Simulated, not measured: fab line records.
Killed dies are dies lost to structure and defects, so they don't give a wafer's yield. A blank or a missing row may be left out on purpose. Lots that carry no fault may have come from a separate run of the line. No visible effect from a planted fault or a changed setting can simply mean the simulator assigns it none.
Chamber matching :: flow sky130 :: cmp-02 running SKY_FIELD_ISO_CMP_27: 4 sister chambers
The step polishes, stops on Si3N4, t overpolish 16 s, target thk 457.8 nm. 8 wafers are shown with their chamber, then 10 later ones without.

## WAFERS WITH THEIR CHAMBER
wafer: L700.3
chamber: 3
motor current A (A): 12.9
time to endpoint s (s): 105

wafer: L710.2
chamber: 2
motor current A (A): 14.2
time to endpoint s (s): 107

wafer: L710.3
chamber: 3
motor current A (A): 12.6
time to endpoint s (s): 108

wafer: L711.1
chamber: 1
motor current A (A): 12.9
time to endpoint s (s): 120

wafer: L711.3
chamber: 0
motor current A (A): 12.4
time to endpoint s (s): 110

wafer: L711.6
chamber: 0
motor current A (A): 12.6
time to endpoint s (s): 106

wafer: L712.1
chamber: 2
motor current A (A): 14.0
time to endpoint s (s): 111

wafer: L712.2
chamber: 1
motor current A (A): 12.7
time to endpoint s (s): 118

## WAFERS WHOSE CHAMBER IS MISSING
wafer: L712.5
motor current A (A): 13.2
time to endpoint s (s): 108

wafer: L716.2
motor current A (A): 12.8
time to endpoint s (s): 108

wafer: L716.5
motor current A (A): 12.2
time to endpoint s (s): 103

wafer: L716.6
motor current A (A): 12.1
time to endpoint s (s): 115

wafer: L717.3
motor current A (A): 14.2
time to endpoint s (s): 109

wafer: L717.4
motor current A (A): 13.2
time to endpoint s (s): 114

wafer: L717.5
motor current A (A): 12.5
time to endpoint s (s): 114

wafer: L718.1
motor current A (A): 12.7
time to endpoint s (s): 111

wafer: L718.2
motor current A (A): 11.8
time to endpoint s (s): 105

wafer: L718.3
motor current A (A): 11.7
time to endpoint s (s): 119

## THE CHAMBER EACH PASSED THROUGH
wafer: L712.5
from the rows above: can't be placed: 3 or 0
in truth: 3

wafer: L716.2
from the rows above: can't be placed: 3 or 0
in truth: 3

wafer: L716.5
from the rows above: can't be placed: 0 or 3
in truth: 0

wafer: L716.6
from the rows above: can't be placed: 0 or 1 or 3
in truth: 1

wafer: L717.3
from the rows above: 2
in truth: 2

wafer: L717.4
from the rows above: can't be placed: 1 or 3 or 0
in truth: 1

wafer: L717.5
from the rows above: can't be placed: 0 or 1 or 3
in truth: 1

wafer: L718.1
from the rows above: can't be placed: 0 or 3 or 1
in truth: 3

wafer: L718.2
from the rows above: can't be placed: 0 or 3
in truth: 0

wafer: L718.3
from the rows above: can't be placed: 0 or 1 or 3
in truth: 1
1 of 10 placed correctly. Can't be placed from these rows: 9 (the true chamber is among the candidates in 9). 0 placed wrongly.
How it was worked out, from the rows above alone: a wafer's distance from a chamber is the root of the sum, over the readings, of the square of ((its reading less the chamber's mean) divided by the reading's scatter). The wafer belongs to the nearest chamber; if the next one is less than 2 further off, it can't be placed. Each chamber's mean is taken over the wafers shown for it. How the scatter is found: for the shown wafers, subtract from each reading the mean of its chamber, square and add these, divide the total by (wafers less chambers), then take the root.
